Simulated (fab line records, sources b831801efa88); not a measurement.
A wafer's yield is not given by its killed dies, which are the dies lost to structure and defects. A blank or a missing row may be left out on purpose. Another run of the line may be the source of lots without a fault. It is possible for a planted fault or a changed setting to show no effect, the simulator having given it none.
Problem report, 8D (eight disciplines) form, completed by code | flow sky130 | the parts of the form that need people (team, actions taken, sign-off) are left out

1. PROBLEM STATEMENT
Wafers free of any fault read 1431 (standard deviation 12) for LDD_HVN_TW at SKY_LDD_HVN_TW_MEAS_10, against a mean of 30 on 9 wafers of 3 lots. So: -99 or more standard deviations from the usual mean.
First observed at day 23 16:41: wafer L765.2, on film metro-04. The record holds 45 wafers of 15 lots with a number at this step. Rule for "out" (also "out of limits"): further than 4 standard deviations from the usual mean. All remaining wafers that have a number are taken as sound.

2. WHAT IT IS, WHAT IT ISN'T
question                    | is                           | is not
which readings at this step | LDD_HVN_TW                   | -
which lots                  | L765, L766, L767             | L758, L759, L760, L761, L762, L772, L773, L774, L776, L777, L778, L779
which wafers of those lots  | all that have a number       | -
read on which gauges        | film metro-01, film metro-04 | film metro-02
when                        | from day 23 16:41            | up to then (15 sound wafers); but 21 sound wafers of L772, L773, L774, L776, L777, L778, L779 came after

3. THE SUSPECTS, EACH WITH WHAT RULES IT OUT
Counting: a tool stays on the suspect list if, at a process step up to the reading, it processed all lots that are out and no sound lot following the first of them.
- the gauge at SKY_LDD_HVN_TW_MEAS_10 has been ruled out. 2 gauges (film metro-01, film metro-04) read the wafers that are out.
- plasma asher-04 at SKY_LDD_P_STRIP_10 (strips in O2/N2): ruled out as a lasting fault. The sound lots L772, L776, L778, L779 went through it after L765, its earliest lot that is out (day 22 10:26).
Left after counting: nothing in the record.

4. THE CAUSE (what the simulator had put in)
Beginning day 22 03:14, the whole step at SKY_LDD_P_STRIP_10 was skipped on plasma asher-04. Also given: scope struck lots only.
Counting ruled it out, wrongly: the rule takes a fault to strike every lot that its tool runs from its start on, and this one did not.

5. THE EFFECT CHAIN, in route order
Each row: a reading where the mean over the struck wafers with a number is more than 3 standard deviations away from the usual. Scope: only readings with a usual standard deviation given in the record; hours: median across lots of the time from each lot's start at the first step in this table that gives one to its start at this step; sigmas: change in usual standard deviations.
hours | step                   | reading                  | usual      | on struck wafers | change  | sigmas
0     | SKY_LDD_HVN_STRIP_09   | oes product au           | 0.408 a.u. | 0.717            | +0.309  | +66
0     | SKY_LDD_HVN_STRIP_09   | strip time to endpoint s | 4.130 s    | 21.773           | +17.643 | +99 or more
0     | SKY_LDD_HVN_TW_MEAS_10 | LDD_HVN_TW               | 1431       | 30               | -1401   | -99 or more
The process steps in it:
- SKY_LDD_HVN_STRIP_09: strips in O2/N2.
Readings that are blank on the struck wafers while sound wafers have them: chamber pressure mTorr at SKY_LDD_P_STRIP_10; drypump motor current A at SKY_LDD_P_STRIP_10; oes product au at SKY_LDD_P_STRIP_10; strip time to endpoint s at SKY_LDD_P_STRIP_10.
At these later measuring or inspecting steps, every struck wafer for which the step has a row has a number for every such reading, and none has moved that far: SKY_LDD_LDN_OVL_MEAS_07.

6. HOW IT WOULD HAVE BEEN CAUGHT EARLIER
In this record the first reading out of limits at a measuring or inspecting step was taken at day 23 16:41, 37 hours after the fault began at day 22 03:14.
At SKY_LDD_P_STRIP_10 the tool's readings are blank on the struck wafers, where sound wafers have them: an empty tool record is the first sign, and it was there at once.
